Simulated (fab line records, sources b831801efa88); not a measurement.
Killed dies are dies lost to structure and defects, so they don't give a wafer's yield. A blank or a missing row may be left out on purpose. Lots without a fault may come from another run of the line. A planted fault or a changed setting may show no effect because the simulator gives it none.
Problem report in the 8D (eight disciplines) form, filled by code | flow gf180mcu | the parts of the form that need people (team, actions taken, sign-off) are left out

1. THE PROBLEM
cd_nm at GF_M2_CD_MEAS_14 reads a mean of 265.3 nm on 6 wafers of 2 lots; wafers without a fault read 280.1 nm with a standard deviation of 1. That is -15 standard deviations from the usual mean.
The step: target cd 280 nm.
First seen on wafer L911.2, day 23 16:04, on cd_sem-01. The record holds 36 wafers of 12 lots with a number at this step. Rule for "out", or "out of limits": more than 4 standard deviations from the usual mean. The other wafers with a number count as sound.

2. WHAT IT IS AND WHAT IT IS NOT
question                    | is                     | is not
which readings at this step | cd_nm                  | -
which lots                  | L911, L913             | L901, L902, L903, L904, L905, L906, L918, L921, L922, L923
which wafers of those lots  | all that have a number | -
read on which gauges        | cd_sem-01              | cd_sem-02
when                        | from day 23 16:04      | up to then (18 sound wafers); but 12 sound wafers of L918, L921, L922, L923 came after

3. SUSPECTS, AND WHAT RULES EACH OUT
Counting: a tool at a process step up to the reading stays a suspect if it ran every lot that is out and no sound lot after the first of them.
- the gauge at GF_M2_CD_MEAS_14: ruled out. All the wafers that are out were read on cd_sem-01, but those of them that GF_M2_SOFTBAKE_10 has rows for are out there too, on other tools.
- pvd_sputter-01 at GF_M2_SPUTTER_00 (material Ti, target thk 37.5 nm, time 150 s): ruled out as a lasting fault. Sound lots L918, L922, L923 ran on it after its first lot that is out, L911 (day 22 17:44).
- pvd_sputter-01 at GF_M2_SPUTTER_03 (material Ti, target thk 10 nm, time 6.7 s): ruled out as a lasting fault. Sound lots L918, L922, L923 ran on it after its first lot that is out, L911 (day 22 17:54).
- litho_track-01 at GF_M2_SOFTBAKE_10 (time 60 s): ruled out as a lasting fault. Sound lots L923 ran on it after its first lot that is out, L911 (day 23 04:56).
Left after counting: nothing in the record.

4. THE CAUSE (what the simulator had put in)
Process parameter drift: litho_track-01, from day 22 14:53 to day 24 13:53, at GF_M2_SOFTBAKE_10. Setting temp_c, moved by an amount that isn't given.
Counting ruled it out, wrongly: the rule takes a fault to strike every lot that its tool runs from its start on, and this one did not.

5. THE CHAIN OF EFFECTS, in route order
Each row: a reading whose mean over the struck wafers that have a number lies more than 3 standard deviations from the usual. Only readings for which the record gives a usual standard deviation are gone through. hours: the time from each lot's start at the first step in this table that gives one to its start at this step, as a median over the lots. sigmas: the change in usual standard deviations.
hours | step              | reading              | usual    | on struck wafers | change | sigmas
0     | GF_M2_SOFTBAKE_10 | heater_power_total_W | 93.05 W  | 97.33            | +4.28  | +75
0     | GF_M2_SOFTBAKE_10 | plate_temp_C         | 129.99 C | 134.74           | +4.75  | +37
11    | GF_M2_CD_MEAS_14  | cd_nm                | 280.1 nm | 265.3            | -14.8  | -15
The process steps in it:
- GF_M2_SOFTBAKE_10: time 60 s.

6. WHAT WOULD HAVE CAUGHT IT SOONER
In this record the first reading out of limits at a measuring or inspecting step was taken at day 23 16:04, 25 hours after the fault began at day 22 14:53.
The tool's own readings at GF_M2_SOFTBAKE_10 were out on every struck wafer that the step has a row for (heater_power_total_W, plate_temp_C): an alarm limit on them would have fired on the first of those.
